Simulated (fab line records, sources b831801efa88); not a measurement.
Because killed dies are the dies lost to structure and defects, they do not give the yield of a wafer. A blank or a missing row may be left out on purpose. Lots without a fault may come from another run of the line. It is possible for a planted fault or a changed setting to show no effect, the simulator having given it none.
Matching of chambers :: flow gf180mcu :: 4 sister chambers for GF_V3_CMP_26 on cmp-01
The step polishes, stops on SiO2, t overpolish 15 s, target thk 0 nm. 18 wafers are shown with their chamber, then 9 later ones without.

== WAFERS WITH THEIR CHAMBER ==
wafer: L948.2
chamber: 3
motor_current_A (A): 8.9
slurry_flow_ml_min: 149.6

wafer: L948.3
chamber: 0
motor_current_A (A): 10.8
slurry_flow_ml_min: 150.7

wafer: L948.5
chamber: 1
motor_current_A (A): 8.8
slurry_flow_ml_min: 150.4

wafer: L952.1
chamber: 0
motor_current_A (A): 10.7
slurry_flow_ml_min: 149.9

wafer: L952.4
chamber: 3
motor_current_A (A): 9.1
slurry_flow_ml_min: 149.8

wafer: L952.6
chamber: 3
motor_current_A (A): 8.7
slurry_flow_ml_min: 149.6

wafer: L951.1
chamber: 0
motor_current_A (A): 10.8
slurry_flow_ml_min: 150.0

wafer: L951.4
chamber: 2
motor_current_A (A): 10.3
slurry_flow_ml_min: 150.1

wafer: L951.6
chamber: 2
motor_current_A (A): 10.3
slurry_flow_ml_min: 149.8

wafer: L954.3
chamber: 2
motor_current_A (A): 9.8
slurry_flow_ml_min: 149.3

wafer: L954.4
chamber: 1
motor_current_A (A): 8.6
slurry_flow_ml_min: 150.1

wafer: L954.5
chamber: 3
motor_current_A (A): 8.6
slurry_flow_ml_min: 151.2

wafer: L955.1
chamber: 1
motor_current_A (A): 8.7
slurry_flow_ml_min: 149.9

wafer: L955.2
chamber: 0
motor_current_A (A): 10.7
slurry_flow_ml_min: 149.9

wafer: L955.3
chamber: 2
motor_current_A (A): 10.7
slurry_flow_ml_min: 149.7

wafer: L961.1
chamber: 2
motor_current_A (A): 10.1
slurry_flow_ml_min: 149.4

wafer: L961.2
chamber: 0
motor_current_A (A): 10.9
slurry_flow_ml_min: 149.1

wafer: L961.5
chamber: 1
motor_current_A (A): 9.2
slurry_flow_ml_min: 149.8

SIGNATURES (means of the wafers above)
reading: motor_current_A
chamber 0: 10.780
chamber 1: 8.825
chamber 2: 10.240
chamber 3: 8.825
scatter within a chamber: 0.241

reading: slurry_flow_ml_min
chamber 0: 149.920
chamber 1: 150.050
chamber 2: 149.660
chamber 3: 150.050
scatter within a chamber: 0.514
Rule: a wafer's distance from a chamber is the root of the sum, over the readings, of the square of ((its reading less the chamber's mean) divided by the reading's scatter). The wafer belongs to the nearest chamber; if the next one is less than 2 further off, it can't be placed. The scatter is the square root of a quotient: the sum, over the shown wafers, of each reading's squared deviation from its chamber's mean, divided by wafers minus chambers.

== WAFERS WITH NO CHAMBER GIVEN ==
wafer: L963.1
motor_current_A (A): 8.3
slurry_flow_ml_min: 149.9

wafer: L963.2
motor_current_A (A): 9.7
slurry_flow_ml_min: 150.8

wafer: L963.3
motor_current_A (A): 8.9
slurry_flow_ml_min: 151.1

wafer: L967.2
motor_current_A (A): 11.0
slurry_flow_ml_min: 148.9

wafer: L967.4
motor_current_A (A): 8.8
slurry_flow_ml_min: 150.0

wafer: L967.6
motor_current_A (A): 10.7
slurry_flow_ml_min: 149.2

wafer: L969.1
motor_current_A (A): 8.8
slurry_flow_ml_min: 150.6

wafer: L969.2
motor_current_A (A): 10.6
slurry_flow_ml_min: 150.0

wafer: L969.5
motor_current_A (A): 8.6
slurry_flow_ml_min: 149.8

== EACH ONE'S CHAMBER ==
wafer: L963.1
from the rows above: can't be placed: 1 or 3
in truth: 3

wafer: L963.2
from the rows above: can't be placed: 2 or 1 or 3 or 0
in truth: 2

wafer: L963.3
from the rows above: can't be placed: 1 or 3
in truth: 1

wafer: L967.2
from the rows above: can't be placed: 0 or 2
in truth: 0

wafer: L967.4
from the rows above: can't be placed: 1 or 3
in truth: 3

wafer: L967.6
from the rows above: can't be placed: 0 or 2
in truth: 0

wafer: L969.1
from the rows above: can't be placed: 1 or 3
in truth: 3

wafer: L969.2
from the rows above: can't be placed: 0 or 2
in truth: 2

wafer: L969.5
from the rows above: can't be placed: 1 or 3
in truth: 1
Placed correctly: 0 of 9. Not placeable from these rows: 9 (in 9, the candidates include the true chamber). 0 placed wrongly.
